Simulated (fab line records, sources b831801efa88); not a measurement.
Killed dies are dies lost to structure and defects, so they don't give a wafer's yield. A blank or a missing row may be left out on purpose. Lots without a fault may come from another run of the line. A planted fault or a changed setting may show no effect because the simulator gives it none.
A struck lot beside a sound one | flow gf180mcu | 15 steps out of a route of 602
Sound: wafers L626.2, L626.3, L626.4. Struck: wafers L638.2, L638.5, L638.6. The cause comes at the end.
At each step with rows: each side's tool, then ch and its chambers, then its first start. Under that, the readings that differ: sound wafers | struck wafers | difference of the means | sigmas: that difference in standard deviations of wafers without a fault.
alike: readings whose means differ by less than 2 such deviations, and words and numbers that are the same on both sides. not compared: withheld readings, readings that some wafer has no value for, bounds like >300 that may hide the same value, and numbers for which the record gives no deviation and whose values overlap.
The two part at a step that has a row with sigmas, a row that says differs or no value, or rows on one side only. Numbers that don't overlap but have no deviation are shown without sigmas and don't part them. A reading that every wafer of one side lacks parts them only if that side has two wafers or more.

first, 1 step without rows for these wafers: GF_NSD_IMPLANT_10.
GF_NSD_STRIP_11: strips in O2/N2.
  sound on plasma_asher-03 ch 0,1, day 15 23:32; struck on plasma_asher-03 ch 0,1, day 20 07:28
  alike: drypump_motor_current_A, heater_power_w, o2_flow_sccm, oes_product_au, strip_time_to_endpoint_s
  not compared: rf_hours_counter_h
GF_NSD_TW_MEAS_12:
  sound on film_metro-03, day 15 23:38; struck on film_metro-04, day 20 07:35
  alike: NSD_TW
then, 7 steps without rows for these wafers: GF_PSD_DEHYDRATE_00 (time 60 s); GF_PSD_HMDS_01 (prime time 60 s); GF_PSD_COAT_02 (resist thk 1000 nm); GF_PSD_SOFTBAKE_03 (time 60 s); GF_PSD_EXPOSE_04 (exposes mask Pplus, target cd 400 nm); GF_PSD_PEB_05; GF_PSD_DEVELOP_06 (develop time 60 s).
GF_PSD_CD_MEAS_07: target cd 400 nm.
  sound on cd_sem-01, day 16 21:59; struck on cd_sem-01, day 21 07:17
  alike: cd_nm
GF_PSD_OVL_MEAS_08:
  sound on overlay-02, day 16 22:06; struck on overlay-01, day 21 07:23
  alike: PSD_OVL
GF_PSD_IMPLANT_09:
  sound on implanter-03 ch 0, day 16 22:09; struck on implanter-04, day 21 07:27
  no value came back on the struck wafers for beam_energy_keV, beam_on_s (s); on the sound wafers beam_energy_keV reads 40.009 39.986 40.006
GF_PSD_STRIP_10: strips in O2/N2.
  sound on plasma_asher-03 ch 0,1, day 16 22:17; struck on plasma_asher-03 ch 0,1, day 21 07:34
  reading                      | sound             | struck            | difference | sigmas
  oes_product_au (a.u.)        | 0.587 0.597 0.588 | 0.715 0.722 0.717 | +0.127     | +27
  strip_time_to_endpoint_s (s) | 16.54 16.58 16.54 | 12.60 12.58 12.58 | -3.97      | -99 or more
  alike: drypump_motor_current_A, heater_power_w, o2_flow_sccm
  not compared: rf_hours_counter_h
GF_PSD_TW_MEAS_11:
  sound on film_metro-04, day 16 22:23; struck on film_metro-01, day 21 07:55
  reading | sound          | struck   | difference | sigmas
  PSD_TW  | 3146 3150 3142 | 30 30 30 | -3116      | -99 or more
  not compared: hold

WHERE THEY PART
First at GF_PSD_IMPLANT_09; last, within this record, at GF_PSD_TW_MEAS_11.

WHY: what the simulator had put in
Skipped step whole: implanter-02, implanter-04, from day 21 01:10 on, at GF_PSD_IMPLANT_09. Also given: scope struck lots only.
